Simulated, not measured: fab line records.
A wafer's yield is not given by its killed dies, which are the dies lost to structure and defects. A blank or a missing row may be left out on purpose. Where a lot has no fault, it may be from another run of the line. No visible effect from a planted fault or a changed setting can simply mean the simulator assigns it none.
Which tool was responsible? :: flow sky130 :: 12 lots, 36 wafers sampled, at 1 step of a route of 708

## WHAT THE GAUGES READ, wafer by wafer
SKY_VIA2_BOW_MEAS_03.
lot: L075
measured: day 35 17:24
on: film metro-04
VIA2_BOW (um): 84 78 89

lot: L077
measured: day 36 02:23
on: film metro-01
VIA2_BOW (um): 75 80 86

lot: L079
measured: day 36 21:01
on: film metro-04
VIA2_BOW (um): 85 78 76

lot: L081
measured: day 37 11:51
on: film metro-02
VIA2_BOW (um): 90 89 83

lot: L083
measured: day 38 10:25
on: film metro-04
VIA2_BOW (um): 76 85 91

lot: L085
measured: day 39 07:50
on: film metro-04
VIA2_BOW (um): 86 77 82

lot: L087
measured: day 39 13:32
on: film metro-02
VIA2_BOW (um): 67 77 87

lot: L089
measured: day 40 00:39
on: film metro-02
VIA2_BOW (um): 97 82 91

lot: L091
measured: day 41 00:04
on: film metro-02
VIA2_BOW (um): 82 77 92

lot: L093
measured: day 41 02:41
on: film metro-01
VIA2_BOW (um): 92 82 88

lot: L095
measured: day 41 17:10
on: film metro-01
VIA2_BOW (um): 82 93 82

lot: L097
measured: day 42 11:44
on: film metro-02
VIA2_BOW (um): 79 73 77

## TOOL THAT RAN EACH LOT (tool first, then ch and the chambers of the sampled wafers, then the start)
No process step before these readings appears in the record.

## THE ANSWER, worked out from the rows above alone
Rule: what is usual is taken from the lots themselves. The widest of any qualifying gaps counts: lots, ordered by their means at a reading, are off when they make up no more than a third of the lots, leave a main group of 4 or more, and stand apart from it by 3 or more times the standard deviation of that group's means. If all means in a main group match to the digits the tables above print for the reading, that group is not used. Also off: a lot with no number at a reading for which 4 or more lots have one. Where the step has rows for the other lots, those lots are counted as sound.
None of the lots is off at any reading shown; this tells nothing.

## WHAT WAS PUT IN BY THE SIMULATOR
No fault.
